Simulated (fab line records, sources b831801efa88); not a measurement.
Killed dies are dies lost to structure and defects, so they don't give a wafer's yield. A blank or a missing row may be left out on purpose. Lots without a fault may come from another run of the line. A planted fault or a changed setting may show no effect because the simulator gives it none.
One fault seen from 2 desks | flow gf180mcu | each desk has only its own numbers; what lay behind them comes last

THE METROLOGY DESK
What the gauges read, lot by lot, whatever tool the lot ran on: means of the sampled wafers that have a number. A lot is out of limits, marked OUT, if its mean lies more than 4 standard deviations from the usual mean; the brackets give that distance.
Columns: A = cd_nm at GF_HV_LDD_CD_MEAS_19, usual 400.3 nm; B = HV_LDD_01_OVL at GF_HV_LDD_OVL_MEAS_20, usual 0.4 nm; C = HV_LDD_CVD_54_THK at GF_HV_LDD_THK_MEAS_55, usual 10.04 nm; D = HV_LDD_CVD_56_THK at GF_HV_LDD_THK_MEAS_57, usual 90.1 nm
lot  | first seen here | A     | B    | C                | D
L973 | day 10 18:19    | 401.1 | -0.7 | 9.87             | 90.2
L974 | day 10 22:27    | 397.9 | 0.3  | 9.80             | 90.2
L975 | day 11 10:06    | 399.9 | 0.3  | 10.04            | 90.4
L977 | day 12 00:08    | 402.0 | 0.0  | 10.18            | 89.6
L978 | day 12 03:57    | 399.1 | 1.1  | 10.30            | 90.2
L980 | day 12 22:37    | 405.6 | -0.6 | 9.95             | 91.0
L981 | day 13 05:14    | 401.6 | 0.6  | 10.18            | 90.4
L983 | day 14 01:07    | 399.2 | 0.9  | 10.98 (+5.9) OUT | 89.9
L984 | day 14 04:09    | 399.4 | 1.5  | 11.45 (+8.8) OUT | 90.8
L986 | day 14 18:53    | 401.3 | 0.1  | 9.88             | 90.2
L992 | day 16 23:13    | 396.8 | -0.8 | 9.94             | 89.4
L993 | day 17 03:48    | 403.2 | 0.9  | 9.91             | 91.0
L994 | day 17 09:39    | 396.8 | -0.9 | 10.14            | 88.9
L995 | day 17 20:51    | 398.8 | 1.8  | 10.32            | 90.0
This desk's finding: out of limits on L983, L984; first on L983, day 15 22:25 (HV_LDD_CVD_54_THK at GF_HV_LDD_THK_MEAS_55). In limits: L973, L974, L975, L977, L978, L980, L981, L986, L992, L993, L994, L995.

THE TOOL OWNER'S DESK: lpcvd-01
The tool's own readings at GF_HV_LDD_CVD_54 (deposits SiO2 from TEOS, target thk 10 nm, time 75 s): means of the sampled wafers that have a number, for each lot that ran on this tool. A lot is out of limits, marked OUT, if its mean lies more than 4 standard deviations from the usual mean; the brackets give that distance.
Columns: A = spike_tc_centre_C at GF_HV_LDD_CVD_54, usual 681.0 C; B = spike_tc_lower_C at GF_HV_LDD_CVD_54, usual 680.0 C; C = spike_tc_upper_C at GF_HV_LDD_CVD_54, usual 679.6 C; D = zone_power_centre_pct at GF_HV_LDD_CVD_54, usual 11.2 %; E = zone_power_upper_pct at GF_HV_LDD_CVD_54, usual 10.6 %
lot  | first seen here | A               | B     | C                | D               | E
L975 | day 13 02:59    | 682.0           | 680.0 | 679.0            | 10.3            | 10.5
L977 | day 13 17:18    | 680.6           | 679.9 | 680.3            | 12.0            | 9.7
L978 | day 13 21:06    | 680.5           | 680.3 | 679.9            | 11.9            | 9.9
L980 | day 14 17:59    | 680.7           | 679.7 | 678.2            | 12.0            | 9.8
L983 | day 15 21:23    | 710.9 (+25) OUT | 675.8 | 675.5 (-4.4) OUT | 18.6 (+8.1) OUT | 6.8 (-4.9) OUT
L984 | day 16 01:27    | 710.6 (+25) OUT | 676.5 | 675.8 (-4.1) OUT | 18.6 (+8.0) OUT | 6.9 (-4.8) OUT
L992 | day 18 23:52    | 680.5           | 679.6 | 679.9            | 12.0            | 9.8
L993 | day 19 05:01    | 680.8           | 679.9 | 679.9            | 11.9            | 9.7
L995 | day 19 22:06    | 680.8           | 679.8 | 680.0            | 10.3            | 10.5
This desk's finding: out of limits on L983, L984; first on L983, day 15 21:23 (spike_tc_centre_C at GF_HV_LDD_CVD_54). In limits: L975, L977, L978, L980, L992, L993, L995.

PUT TOGETHER
The tool owner's desk could have raised an alarm at day 15 21:23, on L983, L984.
The metrology desk could have raised an alarm at day 15 22:25, on L983, L984.
Of the lots named, all ran GF_HV_LDD_CVD_54 on lpcvd-01.

WHAT THE SIMULATOR HAD PUT IN
Process parameter drift: lpcvd-01, from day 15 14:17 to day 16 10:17, at GF_HV_LDD_CVD_54. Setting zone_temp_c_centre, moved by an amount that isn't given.
Lots struck among those shown: L983, L984.
Hours from the fault's start to each desk's first reading out of limits: the tool owner's desk, 7; the metrology desk, 8.
